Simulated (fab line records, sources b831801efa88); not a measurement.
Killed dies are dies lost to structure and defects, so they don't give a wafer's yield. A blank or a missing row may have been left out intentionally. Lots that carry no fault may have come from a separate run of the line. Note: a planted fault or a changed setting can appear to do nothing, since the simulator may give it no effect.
2 desks, one fault | flow gf180mcu | each desk has only its own numbers; what lay behind them comes last

== TOOL OWNER'S DESK, implanter-03 ==
For each lot that ran on this tool, the mean over its sampled wafers that have a number, from the tool's own readings at GF_VT_IMPLANT_IMPLANT_19. Any lot whose mean is over 4 standard deviations away from the usual mean is out of limits and marked OUT; that distance is given in the brackets.
Columns: A = beamEnergyKeV at GF_VT_IMPLANT_IMPLANT_19, usual 99.995; B = tiltDeg at GF_VT_IMPLANT_IMPLANT_19, usual 7.003 degrees
lot  | first seen here | A                        | B
L196 | day 6 12:11     | 100.040                  | 6.982
L204 | day 8 15:12     | 99.985                   | 7.015
L205 | day 8 22:25     | 100.019                  | 6.992
L213 | day 11 02:35    | 97.082 (-99 or more) OUT | 6.986
L215 | day 11 13:01    | 97.108 (-99 or more) OUT | 7.015
Finding of this desk: L213, L215 out of limits; the first was L213 at day 11 02:35, on beamEnergyKeV at GF_VT_IMPLANT_IMPLANT_19. L196, L204, L205 stayed within limits.

== THE METROLOGY DESK ==
Lot by lot, what the gauges showed, no matter which tool ran the lot: averages of those sampled wafers that carry a number. Any lot whose mean is over 4 standard deviations away from the usual mean is out of limits and marked OUT; that distance is given in the brackets.
Columns: A = VT_IMPLANT_2_TW at GF_VT_IMPLANT_TW_MEAS_21, usual 1219; B = V3_CVD_00_THK at GF_V3_THK_MEAS_01, usual 600 nm
lot  | first seen here | A    | B
L195 | day 6 09:26     | 1227 | 606
L196 | day 6 12:26     | 1216 | 596
L197 | day 6 18:53     | 1223 | 601
L199 | day 7 10:02     | 1225 | 608
L201 | day 7 20:14     | 1214 | 596
L202 | day 8 02:56     | 1219 | 601
L203 | day 8 06:58     | 1224 | 598
L204 | day 8 15:26     | 1217 | 595
L205 | day 8 22:38     | 1221 | 592
L206 | day 9 05:46     | 1223 | 600
L213 | day 11 02:50    | 1214 | 600
L215 | day 11 13:14    | 1201 | 606
L218 | day 12 14:00    | 1215 | 603
Result from this desk: across the 13 lots, nothing is out of limits.

== ALL TOGETHER ==
An alarm could have come from the tool owner's desk at day 11 02:35, on L213, L215.
Nothing out of limits was seen by the metrology desk.
The metrology desk has L213, L215 on record, within its limits.
Every lot named ran GF_VT_IMPLANT_IMPLANT_19 on implanter-03.

== WHAT WAS PUT IN BY THE SIMULATOR ==
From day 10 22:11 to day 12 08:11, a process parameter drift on implanter-03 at GF_VT_IMPLANT_IMPLANT_19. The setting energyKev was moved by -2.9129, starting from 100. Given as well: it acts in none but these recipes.
Lots struck among those shown: L213, L215.
Delay in hours, fault start to first out-of-limits reading, by desk: the tool owner's desk at 4.
